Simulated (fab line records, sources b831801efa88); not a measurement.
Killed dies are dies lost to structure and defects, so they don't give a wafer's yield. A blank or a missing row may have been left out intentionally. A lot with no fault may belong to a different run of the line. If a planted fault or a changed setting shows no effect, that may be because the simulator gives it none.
Comparing a struck lot with a sound one -- flow gf180mcu -- 16 steps out of a route of 602
Sound: the wafers L501.1, L501.3, L501.4. Struck: wafers L516.1, L516.3, L516.5. At the end, the cause is stated.
For every step that has rows: the tool of each side, followed by ch and its chambers, followed by its first start. Under that, the readings that differ: sound wafers -- struck wafers -- difference of the means -- sigmas: that difference in standard deviations of wafers without a fault.
alike: readings with means less than 2 such deviations apart, plus words and numbers identical on both sides. not compared: withheld readings, readings lacking a value on some wafer, bounds such as >300 that could conceal the same value, and numbers that have no deviation in the record and whose values overlap.
Wherever a step has rows on one side only, a row that says differs or no value, or a row with sigmas, the two part there. Non-overlapping numbers with no deviation appear without sigmas and do not part them. A reading that every wafer of one side lacks parts them only if that side has two wafers or more.

GF_NSD_CD_MEAS_07: target cd 400 nm.
  sound on cd_sem-02 at day 14 21:50; struck on cd_sem-01 at day 20 03:08
  alike: cd_nm
GF_NSD_OVL_MEAS_08:
  sound on overlay-02 at day 14 21:58; struck on overlay-01 at day 20 03:16
  alike: NSD_OVL
then, 2 steps without rows for these wafers: GF_NSD_IMPLANT_09; GF_NSD_IMPLANT_10.
GF_NSD_STRIP_11: strips in O2/N2.
  sound on plasma_asher-03 ch 0,1, day 14 22:18; struck on plasma_asher-04 ch 0, day 20 03:35
reading,sound,struck,difference,sigmas
heater_power_w (W),312 293 310,381 378 382,+75,+2
  alike: drypump_motor_current_A, oes_product_au, strip_time_to_endpoint_s
  not compared: rf_hours_counter_h
GF_NSD_TW_MEAS_12:
  sound on film_metro-01 at day 14 22:24; struck on film_metro-04 at day 20 03:41
  alike: NSD_TW
then, 6 steps without rows for these wafers: GF_PSD_DEHYDRATE_00 (time 60 s); GF_PSD_HMDS_01 (prime time 60 s); GF_PSD_COAT_02 (resist thk 1000 nm); GF_PSD_SOFTBAKE_03 (time 60 s); GF_PSD_EXPOSE_04 (exposes mask Pplus, target cd 400 nm); GF_PSD_PEB_05.
GF_PSD_DEVELOP_06: develop time 60 s.
  sound on litho_track-03 ch 0, day 15 21:16; struck on litho_track-03 ch 0, day 21 04:04
GF_PSD_CD_MEAS_07: target cd 400 nm.
  sound on cd_sem-02 at day 15 21:25; struck on cd_sem-02 at day 21 04:13
reading,sound,struck,difference,sigmas
cd_nm (nm),397.0 397.1 395.9,406.5 405.6 405.8,+9.3,+4
GF_PSD_OVL_MEAS_08:
  sound on overlay-01 at day 15 21:32; struck on overlay-01 at day 21 04:20
reading,sound,struck,difference,sigmas
PSD_OVL (nm),3.3 4.0 0.9,-2.0 -0.6 -1.5,-4.1,-3
then, 1 step without rows for these wafers: GF_PASSIVATION_PROBE_99.

== WHERE THEY PART ==
First at GF_NSD_STRIP_11; last, within this record, at GF_PSD_OVL_MEAS_08.

WHY: what the simulator had put in
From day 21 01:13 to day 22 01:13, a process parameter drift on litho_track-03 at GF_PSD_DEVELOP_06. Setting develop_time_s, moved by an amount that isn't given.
